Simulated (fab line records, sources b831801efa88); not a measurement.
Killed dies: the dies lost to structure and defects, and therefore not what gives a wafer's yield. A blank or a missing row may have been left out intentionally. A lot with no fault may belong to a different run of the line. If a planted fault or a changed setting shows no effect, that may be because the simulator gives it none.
fab line records -- flow gf180mcu
record lots=12, wafers=36, lastDay=34
route steps=602 shown HV_LDD@190 SAB@273 CONTACT@309 M1@320
lots that met no fault: from a run of the same line without faults
startH: hours from the record's first day to the start of the lot's first wafer shown -- waitH: hours elapsed since this lot's preceding step -- " repeats the value in the row above -- L1.1+2: several wafers, shown together as one row -- - no value, or no start was given -- * or withheld: withheld -- < > ~ a bound
route shown NAME@n: NAME is a module with steps in the file, n the number in the route of the first one -- usual: mean/standard deviation taken from wafers without a fault -- same: alike in all rows -- chamber/n: place in a boat -- sites: readings site by site -- _std_site: the standard deviation of these -- _edge_site: mean of outer sites minus mean of inner sites -- radiusMm: how far each site lies from the wafer's centre -- mask NAME#n: copy n -- behind: the last tool/chamber to shape the wafer -- hold: what put the lot on hold/how long, in hours/how the hold closed -- device: the transistor (n, p or np) that didn't switch -- end of line: tests of these same wafers at the route's end -- step lacking rows: just its recipe -- killed: count of dies lost to structure and defects at first sort (not the wafer's yield) -- map: dies across one wafer; x = killed, . = not, _ = none there
set.NAME: the setting as run; set.NAME@STEP: as run at that earlier step -- model.NAME: the simulator's own value behind a step, which no gauge read
a sample of lots followed through the steps of the route, with each step as a table and each wafer as a row
services: a tool's chamber out of use, with start hour (startH, from the record's first day; less than 0 if before it), hours out, and reason
## steps
# step GF_HV_LDD_COAT_14
# recipe resist=NOVOLAK, spinRpm=3000, resistThkNm=1000
# usual spinSpeedRpm=2999.8/1.7
lot.wafer,tool,chamber,startH,waitH,spinSpeedRpm
L846.2,lithoTrack-03,0,221.09,0.1,2999.1
L846.4,lithoTrack-03,0,221.09,0.1,3001.3
L846.6,lithoTrack-03,0,221.09,0.1,3002.1
L849.2,lithoTrack-02,0,240.47,0.1,3000.6
L849.3,lithoTrack-02,0,240.47,0.1,2999.7
L849.5,lithoTrack-02,0,240.47,0.1,2997.9
L850.2,lithoTrack-02,0,253.72,0.1,3000.7
L850.5,lithoTrack-02,0,253.72,0.1,3004.2
L850.6,lithoTrack-02,0,253.72,0.1,3001.6
L853.1,lithoTrack-02,0,273.20,0.1,2999.8
L853.2,lithoTrack-02,0,273.20,0.1,3000.8
L853.4,lithoTrack-02,0,273.20,0.1,3000.1
L855.1,lithoTrack-04,0,290.48,0.1,3000.9
L855.5,lithoTrack-04,0,290.48,0.1,3001.6
L855.6,lithoTrack-04,0,290.48,0.1,2998.5
L856.2,lithoTrack-04,0,294.85,0.1,2999.2
L856.4,lithoTrack-04,0,294.85,0.1,2996.8
L856.6,lithoTrack-04,0,294.85,0.1,3003.1
L858.2,lithoTrack-02,0,312.82,0.1,3294.3
L858.5,lithoTrack-02,0,312.82,0.1,3291.4
L858.6,lithoTrack-02,0,312.82,0.1,3295.7
L859.2,lithoTrack-02,0,316.27,0.1,3296.6
L859.4,lithoTrack-02,0,316.27,0.1,3294.4
L859.5,lithoTrack-02,0,316.27,0.1,3296.5
L865.1,lithoTrack-04,0,367.17,0.1,3001.5
L865.5,lithoTrack-04,0,367.17,0.1,2997.2
L865.6,lithoTrack-04,0,367.17,0.1,2998.7
L867.1,lithoTrack-04,0,378.62,0.1,2998.1
L867.3,lithoTrack-04,0,378.62,0.1,2999.2
L867.6,lithoTrack-04,0,378.62,0.1,2998.6
L868.1,lithoTrack-02,0,388.25,0.1,2998.6
L868.3,lithoTrack-02,0,388.25,0.1,2999.8
L868.6,lithoTrack-02,0,388.25,0.1,3000.9
L869.1,lithoTrack-02,0,394.70,0.1,2998.8
L869.4,lithoTrack-02,0,394.70,0.1,2998.6
L869.6,lithoTrack-02,0,394.70,0.1,3000.9
# step GF_HV_LDD_STRIP_22
# recipe chemistry=O2/N2, powerW=1400, pressureMtorr=1500, platenTempC=250, o2FlowSccm=3000, n2FlowSccm=300, overashFraction=0.5
# usual drypumpMotorCurrentA=5.9/0.31, heaterPowerW=330/44, o2FlowSccm=3000/7.5, oesProductAu=0.716/0.0046, stripTimeToEndpointS=12.62/0.035
lot.wafer,tool,chamber,startH,waitH,drypumpMotorCurrentA,heaterPowerW,o2FlowSccm,oesProductAu,rfHoursCounterH,stripTimeToEndpointS
L846.2,plasmaAsher-01,0,230.73,0.1,6.1,336,2991,0.715,61,12.58
L846.4,plasmaAsher-01,0,230.73,0.1,6.1,338,2998,0.704,-,12.58
L846.6,plasmaAsher-01,1,230.73,0.1,6.1,270,3009,0.717,-,12.65
L849.2,plasmaAsher-02,1,250.03,0.1,5.3,364,2998,0.715,12,12.59
L849.3,plasmaAsher-02,0,250.03,0.1,6.1,327,2994,0.724,-,12.62
L849.5,plasmaAsher-02,1,250.03,0.1,5.3,365,3008,0.706,-,12.62
L850.2,plasmaAsher-04,0,263.51,0.1,5.8,424,2994,0.720,60,12.58
L850.5,plasmaAsher-04,0,263.51,0.1,5.8,416,3007,0.717,-,12.60
L850.6,plasmaAsher-04,1,263.51,0.1,5.9,289,2990,0.724,-,12.59
L853.1,plasmaAsher-01,1,283.91,0.1,6.1,266,3002,0.711,67,12.59
L853.2,plasmaAsher-01,0,283.91,0.1,6.1,323,3003,0.709,67,12.62
L853.4,plasmaAsher-01,0,283.91,0.1,6.1,335,3004,0.723,-,12.56
L855.1,plasmaAsher-02,1,299.95,0.1,5.3,376,3003,0.718,17,12.64
L855.5,plasmaAsher-02,0,299.95,0.1,6.1,330,2992,0.724,-,12.64
L855.6,plasmaAsher-02,1,299.95,0.1,5.3,368,2987,0.721,-,12.66
L856.2,plasmaAsher-04,0,305.68,0.1,5.8,418,2999,0.713,65,12.54
L856.4,plasmaAsher-04,1,305.68,0.1,5.9,290,3026,0.716,-,12.60
L856.6,plasmaAsher-04,1,305.68,0.1,5.9,283,3005,0.716,-,12.62
L858.2,plasmaAsher-01,0,323.23,0.1,6.1,331,3009,0.719,71,12.06
L858.5,plasmaAsher-01,0,323.23,0.1,6.1,335,3002,0.711,-,12.10
L858.6,plasmaAsher-01,1,323.23,0.1,6.1,273,3001,0.716,-,12.04
L859.2,plasmaAsher-01,0,326.95,0.1,6.1,342,3014,0.717,71,12.08
L859.4,plasmaAsher-01,1,326.95,0.1,6.1,272,3010,0.719,-,12.11
L859.5,plasmaAsher-01,1,326.95,0.1,6.1,270,3014,0.714,-,12.06
L865.1,plasmaAsher-02,1,378.62,0.1,5.3,355,2996,0.712,25,12.69
L865.5,plasmaAsher-02,0,378.62,0.1,6.1,325,2997,0.723,-,12.70
L865.6,plasmaAsher-02,1,378.62,0.1,5.3,378,3000,0.715,-,12.69
L867.1,plasmaAsher-01,0,390.65,0.1,6.1,337,3008,0.713,77,12.62
L867.3,plasmaAsher-01,0,390.65,0.1,6.1,333,3007,0.712,-,12.61
L867.6,plasmaAsher-01,1,390.65,0.1,6.1,276,3005,0.713,-,12.56
L868.1,plasmaAsher-02,1,399.55,0.1,5.3,363,3003,0.716,27,12.61
L868.3,plasmaAsher-02,0,399.55,0.1,6.1,325,3004,0.718,-,12.61
L868.6,plasmaAsher-02,0,399.55,0.1,6.1,330,3011,0.720,-,12.63
L869.1,plasmaAsher-01,1,406.83,0.1,6.1,272,3002,0.722,79,12.59
L869.4,plasmaAsher-01,1,406.83,0.1,6.1,273,3003,0.718,-,12.61
L869.6,plasmaAsher-01,0,406.83,0.1,6.1,345,2994,0.724,-,12.63
# step GF_SAB_CD_MEAS_09
# recipe targetCdNm=420
# usual cdNm=419.5/1.9
lot.wafer,tool,chamber,startH,waitH,cdNm
L846.2,cdSem-01,-,333.82,0.1,419.7
L846.4,cdSem-01,-,333.82,0.1,418.0
L846.6,cdSem-01,-,333.82,0.1,419.6
L849.2,cdSem-01,-,358.17,0.1,416.6
L849.3,cdSem-01,-,358.17,0.1,416.4
L849.5,cdSem-01,-,358.17,0.1,417.2
L850.2,cdSem-01,-,372.47,0.1,420.1
L850.5,cdSem-01,-,372.47,0.1,418.6
L850.6,cdSem-01,-,372.47,0.1,421.6
L853.1,cdSem-02,-,397.00,0.1,419.0
L853.2,cdSem-02,-,397.00,0.1,419.3
L853.4,cdSem-02,-,397.00,0.1,415.9
L855.1,cdSem-01,-,414.65,0.1,418.5
L855.5,cdSem-01,-,414.65,0.1,420.0
L855.6,cdSem-01,-,414.65,0.1,420.6
L856.2,cdSem-02,-,422.99,0.1,422.9
L856.4,cdSem-02,-,422.99,0.1,421.2
L856.6,cdSem-02,-,422.99,0.1,419.6
L858.2,cdSem-02,-,441.27,0.1,422.6
L858.5,cdSem-02,-,441.27,0.1,420.8
L858.6,cdSem-02,-,441.27,0.1,420.4
L859.2,cdSem-02,-,447.12,0.1,420.8
L859.4,cdSem-02,-,447.12,0.1,421.7
L859.5,cdSem-02,-,447.12,0.1,420.5
L865.1,cdSem-02,-,501.65,0.1,421.2
L865.5,cdSem-02,-,501.65,0.1,420.5
L865.6,cdSem-02,-,501.65,0.1,419.0
L867.1,cdSem-02,-,515.00,0.1,420.4
L867.3,cdSem-02,-,515.00,0.1,420.8
L867.6,cdSem-02,-,515.00,0.1,420.9
L868.1,cdSem-02,-,523.29,0.2,421.5
L868.3,cdSem-02,-,523.29,0.2,420.4
L868.6,cdSem-02,-,523.29,0.2,420.7
L869.1,cdSem-01,-,530.79,0.1,422.3
L869.4,cdSem-01,-,530.79,0.1,424.5
L869.6,cdSem-01,-,530.79,0.1,423.3
# step GF_CONTACT_SPUTTER_22
# recipe material=Ti, targetThkNm=15, chamberPressurePa=5, powerW=2500, substrateTempC=200, timeS=80.02
# usual cathodeDcPowerW=2500.0/0.47, throttleValvePct=30.0/1
lot.wafer,tool,chamber,startH,waitH,cathodeDcPowerW,throttleValvePct
L846.2,pvdSputter-04,-,357.83,0.0,2499.0,29.5
L846.4,pvdSputter-04,-,357.83,0.0,2500.3,30.2
L846.6,pvdSputter-04,-,357.83,0.0,2499.9,28.3
L849.2,pvdSputter-02,-,383.17,0.0,2500.1,32.4
L849.3,pvdSputter-02,-,383.17,0.0,2500.8,30.5
L849.5,pvdSputter-02,-,383.17,0.0,2500.8,30.2
L850.2,pvdSputter-02,-,398.53,0.0,2499.5,30.0
L850.5,pvdSputter-02,-,398.53,0.0,2500.3,32.2
L850.6,pvdSputter-02,-,398.53,0.0,2500.4,30.1
L853.1,pvdSputter-02,-,422.95,0.0,2499.6,32.2
L853.2,pvdSputter-02,-,422.95,0.0,2500.0,30.0
L853.4,pvdSputter-02,-,422.95,0.0,2500.0,28.8
L855.1,pvdSputter-01,-,439.76,0.0,2499.6,30.1
L855.5,pvdSputter-01,-,439.76,0.0,2499.9,30.0
L855.6,pvdSputter-01,-,439.76,0.0,2499.8,29.7
L856.2,pvdSputter-04,-,449.33,0.0,2500.3,29.1
L856.4,pvdSputter-04,-,449.33,0.0,2499.9,29.9
L856.6,pvdSputter-04,-,449.33,0.0,2499.7,30.0
L858.2,pvdSputter-02,-,467.89,0.0,2499.1,32.4
L858.5,pvdSputter-02,-,467.89,0.0,2500.2,32.3
L858.6,pvdSputter-02,-,467.89,0.0,2500.2,30.0
L859.2,pvdSputter-04,-,473.68,0.0,2500.3,28.6
L859.4,pvdSputter-04,-,473.68,0.0,2500.8,29.9
L859.5,pvdSputter-04,-,473.68,0.0,2499.6,29.9
L865.1,pvdSputter-01,-,526.92,0.0,2500.5,30.3
L865.5,pvdSputter-01,-,526.92,0.0,2500.7,30.2
L865.6,pvdSputter-01,-,526.92,0.0,2500.2,29.8
L867.1,pvdSputter-04,-,539.59,0.0,2500.2,28.6
L867.3,pvdSputter-04,-,539.59,0.0,2500.0,28.9
L867.6,pvdSputter-04,-,539.59,0.0,2499.0,29.6
L868.1,pvdSputter-01,-,548.35,0.0,2500.0,30.4
L868.3,pvdSputter-01,-,548.35,0.0,2499.7,30.4
L868.6,pvdSputter-01,-,548.35,0.0,2499.7,30.3
L869.1,pvdSputter-02,-,555.65,0.0,2499.9,32.5
L869.4,pvdSputter-02,-,555.65,0.0,2500.1,28.8
L869.6,pvdSputter-02,-,555.65,0.0,2499.3,30.2
# step GF_M1_RS_MEAS_05
# recipe thkMeasGauge=four-point-probe, reads=TiN_of_M1_SPUTTER_04+Ti_of_M1_SPUTTER_03+AlCu_of_M1_SPUTTER_02+TiN_of_M1_SPUTTER_01+Ti_of_M1_SPUTTER_00
# usual M1_ALCU_RS=0.0699/0.00075
lot.wafer,tool,chamber,startH,waitH,M1_ALCU_RS[ohm/sq]
L846.2,filmMetro-04,-,358.75,0.0,0.0712
L846.4,filmMetro-04,-,358.75,0.0,0.0706
L846.6,filmMetro-04,-,358.75,0.0,0.0697
L849.2,filmMetro-04,-,384.09,0.0,0.0695
L849.3,filmMetro-04,-,384.09,0.0,0.0689
L849.5,filmMetro-04,-,384.09,0.0,0.0684
L850.2,filmMetro-03,-,399.45,0.0,0.0695
L850.5,filmMetro-03,-,399.45,0.0,0.0680
L850.6,filmMetro-03,-,399.45,0.0,0.0683
L853.1,filmMetro-02,-,423.85,0.0,0.0697
L853.2,filmMetro-02,-,423.85,0.0,0.0691
L853.4,filmMetro-02,-,423.85,0.0,0.0692
L855.1,filmMetro-03,-,440.66,0.0,0.0699
L855.5,filmMetro-03,-,440.66,0.0,0.0699
L855.6,filmMetro-03,-,440.66,0.0,0.0700
L856.2,filmMetro-04,-,450.25,0.0,0.0707
L856.4,filmMetro-04,-,450.25,0.0,0.0699
L856.6,filmMetro-04,-,450.25,0.0,0.0701
L858.2,filmMetro-02,-,468.82,0.0,0.0711
L858.5,filmMetro-02,-,468.82,0.0,0.0700
L858.6,filmMetro-02,-,468.82,0.0,0.0703
L859.2,filmMetro-03,-,474.60,0.0,0.0690
L859.4,filmMetro-03,-,474.60,0.0,0.0699
L859.5,filmMetro-03,-,474.60,0.0,0.0691
L865.1,filmMetro-02,-,527.82,0.0,0.0711
L865.5,filmMetro-02,-,527.82,0.0,0.0700
L865.6,filmMetro-02,-,527.82,0.0,0.0704
L867.1,filmMetro-04,-,540.68,0.0,0.0713
L867.3,filmMetro-04,-,540.68,0.0,0.0707
L867.6,filmMetro-04,-,540.68,0.0,0.0706
L868.1,filmMetro-04,-,549.25,0.0,0.0703
L868.3,filmMetro-04,-,549.25,0.0,0.0699
L868.6,filmMetro-04,-,549.25,0.0,0.0703
L869.1,filmMetro-02,-,556.55,0.0,0.0715
L869.4,filmMetro-02,-,556.55,0.0,0.0714
L869.6,filmMetro-02,-,556.55,0.0,0.0700
## services
tool,chamber,startH,hours,kind
plasmaAsher-04,-,201.37,0.8,repair
pvdSputter-02,3,204.91,-,consumableReplace:kit
pvdSputter-02,3,204.91,18.0,scheduledDown
pvdSputter-02,3,204.91,18.0,ventCycle
plasmaAsher-02,-,207.95,2.8,pm
plasmaAsher-02,-,222.97,3.9,repair
plasmaAsher-01,-,266.18,3.3,repair
pvdSputter-04,0,313.65,-,consumableReplace:kit
pvdSputter-04,0,313.65,18.0,scheduledDown
pvdSputter-04,0,313.65,18.0,ventCycle
pvdSputter-01,-,392.43,2.8,repair
pvdSputter-04,-,402.93,3.2,repair
pvdSputter-01,0,416.76,-,consumableReplace:kit
pvdSputter-01,0,416.76,18.0,scheduledDown
pvdSputter-01,0,416.76,18.0,ventCycle
plasmaAsher-04,-,421.25,9.0,pm
plasmaAsher-04,0,421.25,9.0,ventCycle
plasmaAsher-04,1,421.25,9.0,ventCycle
plasmaAsher-02,-,489.23,8.1,repair
plasmaAsher-02,-,491.94,2.8,repair
pvdSputter-04,-,509.58,9.4,repair
plasmaAsher-01,-,522.07,3.6,repair
plasmaAsher-04,-,543.57,1.5,repair
pvdSputter-01,-,551.39,0.6,repair
## key
firstSign step=GF_HV_LDD_COAT_14, reading=spinSpeedRpm, direction=up, sigmas=99+, usual=*, struck=*
effect step=GF_HV_LDD_STRIP_22, reading=stripTimeToEndpointS, direction=down, sigmas=15, usual=*, struck=*
metAt GF_HV_LDD_COAT_14
struckLots L858,L859
testerLeftOut L858,L859
notActingAt GF_SAB_CD_MEAS_09,GF_CONTACT_SPUTTER_22,GF_M1_RS_MEAS_05
onsetBetween 273.20 312.82
fault kind=processParameterDrift, tool=lithoTrack-02, chamber=-, onsetH=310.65, steps=GF_HV_LDD_COAT_14, channel=spinRpm, offset=*, shape=step, endH=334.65, actsIn=*, stated=*
# testerLeftOut: of these lots the tester's yield and bins aren't shown, on N5 and GAA mostly nor the transistor test; their killed dies are dies lost to structure and defects alone, not to doping, threshold or leakage, so they don't give the yield
